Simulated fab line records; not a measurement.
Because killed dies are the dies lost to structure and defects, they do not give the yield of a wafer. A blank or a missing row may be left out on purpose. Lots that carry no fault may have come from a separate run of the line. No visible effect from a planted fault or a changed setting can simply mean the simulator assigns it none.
Which tool did it?    flow sky130    7 lots (21 wafers sampled), 1 step of a 708-step route

## WHAT THE GAUGES SHOWED, per wafer
SKY_POLY_CUT_OVL_MEAS_09.
lot   measured      on          POLY_CUT_OVL (nm)
L640  day 25 09:09  overlay-01  0 5 0
L647  day 26 20:57  overlay-01  6 11 6
L650  day 28 01:39  overlay-01  -8 -6 2
L652  day 28 14:29  overlay-01  -6 5 -1
L655  day 29 15:53  overlay-01  -8 1 -10
L661  day 31 20:45  overlay-02  -13 -12 -9
L663  day 32 06:53  overlay-01  11 -3 1

## WHAT TOOL EACH LOT RAN ON (gives the tool, then ch and the chambers of the sampled wafers, and finally the start)
Before these readings, the record contains no process step.

## THE ANSWER, worked out from the rows above alone
Rule: usual is defined by the lots themselves. Put in order of their means at a reading, lots are off if they are a third of the lots or fewer, leave a main group of 4 or more, and stand apart from it by a gap of 3 or more times the standard deviation of the main group's means; of several such gaps the widest counts. A main group is skipped when, at the precision printed for the reading in the tables above, its means are all equal. A lot without any number at a reading at which 4 lots or more have one is off too. Where the step has rows for the other lots, those lots are counted as sound.
No lot is off at any reading shown: from this, nothing can be told.

## WHAT THE SIMULATOR HAD INSERTED
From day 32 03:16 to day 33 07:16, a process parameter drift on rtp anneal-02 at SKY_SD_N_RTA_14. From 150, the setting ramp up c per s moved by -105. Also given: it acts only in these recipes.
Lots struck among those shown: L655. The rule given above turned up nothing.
